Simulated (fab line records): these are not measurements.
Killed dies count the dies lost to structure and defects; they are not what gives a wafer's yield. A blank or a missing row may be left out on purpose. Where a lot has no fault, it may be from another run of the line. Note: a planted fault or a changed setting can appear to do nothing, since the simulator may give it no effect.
Chamber matching ; flow gf180mcu ; 4 sister chambers for GF_V5_CMP_04 on cmp-02
The step polishes SiO2. 14 wafers are shown with their chamber, then 7 later ones without.

## WAFERS WITH THEIR CHAMBER
wafer;chamber;motorCurrentA (A);headPressurePsi (psi)
L557.1;3;12.1;4.003
L557.2;2;14.3;3.993
L557.3;0;10.7;4.001
L559.1;0;11.1;4.003
L559.2;1;10.2;3.997
L559.4;3;12.1;4.008
L560.2;3;11.7;3.994
L560.3;1;10.0;3.986
L560.6;2;14.2;3.986
L564.2;0;10.8;4.005
L564.3;3;12.0;3.999
L564.4;1;10.5;4.011
L565.1;1;10.1;4.002
L565.4;0;10.9;3.994

SIGNATURES (averages over the wafers above)
reading;chamber 0;chamber 1;chamber 2;chamber 3;scatter within a chamber
motorCurrentA;10.875;10.200;14.250;11.975;0.184
headPressurePsi;4.00075;3.99900;3.98950;4.00100;0.00725
Rule: for a wafer and a chamber, the distance is found by dividing, reading by reading, the gap between the wafer's reading and the chamber's mean by the reading's scatter, squaring, summing and taking the root. If the next closest chamber is less than 2 further off than the closest, the wafer can't be placed; otherwise it belongs to the closest. The scatter: take each reading less its chamber's mean, square it, sum over the shown wafers, divide by the number of wafers less the number of chambers, and take the root.

## WAFERS MISSING THEIR CHAMBER
wafer;motorCurrentA (A);headPressurePsi (psi)
L565.6;11.1;3.997
L576.2;11.1;3.998
L576.4;12.3;3.998
L576.5;14.0;4.000
L578.1;11.9;4.004
L578.3;10.4;4.004
L578.6;10.7;3.993

## WHICH CHAMBER EACH WENT THROUGH
wafer;from the rows above;in truth
L565.6;0;0
L576.2;0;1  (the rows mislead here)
L576.4;3;3
L576.5;2;2
L578.1;3;3
L578.3;can't be placed: 1 or 0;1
L578.6;can't be placed: 0 or 1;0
Correct placement for 4 of the 7. Cannot be placed on the basis of these rows: 2; the candidates contain the true chamber in 2. 1 placed wrongly.
